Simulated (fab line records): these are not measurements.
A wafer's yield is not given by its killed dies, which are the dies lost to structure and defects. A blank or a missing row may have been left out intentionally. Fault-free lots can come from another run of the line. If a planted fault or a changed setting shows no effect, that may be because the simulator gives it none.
A lot that was struck, set against a sound lot -- flow sky130 -- 14 out of 708 route steps
Sound: the wafers L700.2, L700.4, L700.5. Wafers struck: L703.1, L703.3, L703.4. The cause is named last.
Order at every step that has rows: each side's tool, ch and its chambers, its first start. Under that, the readings that differ: sound wafers -- struck wafers -- difference of the means -- sigmas: that difference in standard deviations of wafers without a fault.
alike: words and numbers the same on both sides, and readings whose means are apart by under 2 such deviations; not compared: readings that were withheld, readings missing a value for some wafer, numbers with overlapping values and no deviation given by the record, and bounds like >300 which may hide the same value.
A row with sigmas, a row that says differs or no value, or rows on one side alone: a step with any of these is where the two part. Numbers that don't overlap but have no deviation are shown without sigmas and don't part them. Lack of a reading on every wafer of one side parts them only where that side has two or more wafers.

first, 3 steps without rows for these wafers: SKY_FIELD_ISO_CLEAN_20 (cleans in dHF, time 20 s); SKY_FIELD_ISO_WET_ETCH_21 (etches SiO2 in dHF, target depth 20 nm, time 389.8 s); SKY_FIELD_ISO_OXIDATION_22 (stabilise 600 s, purge 300 s, target thk 10 nm).
SKY_FIELD_ISO_THK_MEAS_23:
  struck on film metro-04, day 5 16:37; sound on film metro-02, day 4 23:34
  alike: FIELD_ISO_OXIDATION_01_THK
then, 1 step without rows for these wafers: SKY_FIELD_ISO_CVD_24 (deposits SiO2, target thk 595 nm, time 99.2 s).
SKY_FIELD_ISO_THK_MEAS_25:
  struck on film metro-04, day 5 16:45; sound on film metro-04, day 4 23:41
  alike: FIELD_ISO_CVD_24_THK
then, 1 step without rows for these wafers: SKY_FIELD_ISO_ANNEAL_26 (time 1800 s).
SKY_FIELD_ISO_CMP_27: polishes, stops on Si3N4, t overpolish 16 s, target thk 457.8 nm.
  sound on cmp-01 ch 0,2,3, day 5 01:53; struck on cmp-01 ch 0,2,3, day 5 20:02
  alike: motor current A, overpolish run s, slurry flow ml min, time to endpoint s
then, 4 steps without rows for these wafers: SKY_FIELD_ISO_WET_ETCH_28 (etches SiO2 in dHF, target depth 23.7 nm, time 47 s); SKY_FIELD_ISO_WET_ETCH_29 (etches Si3N4 in H3PO4, target depth 160 nm, time 1825 s); SKY_FIELD_ISO_WET_ETCH_30 (etches SiO2 in dHF, target depth 25 nm, time 50 s); SKY_NWELL_CLEAN_00 (cleans in SC1/SC2, time 150 s).
SKY_NWELL_OXIDATION_01: stabilise 600 s, purge 300 s, target thk 10 nm.
  struck on furnace-01, day 6 00:07; sound on furnace-01 ch 0, day 5 02:47
  no value came back on the struck wafers for ox temp c (C), ox temp c max, spike tc upper C (C), tube_center_temp_C_max; on the sound wafers ox temp c (C) reads 899.9 900.2 900.1
then, 1 step without rows for these wafers: SKY_DNWELL_DEHYDRATE_00 (time 60 s).

WHERE THEY PART
Only at SKY_NWELL_OXIDATION_01, as far as this record shows.

WHY: the cause the simulator had injected
At SKY_NWELL_OXIDATION_01, the step was skipped entirely on furnace-01 from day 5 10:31 on. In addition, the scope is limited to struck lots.
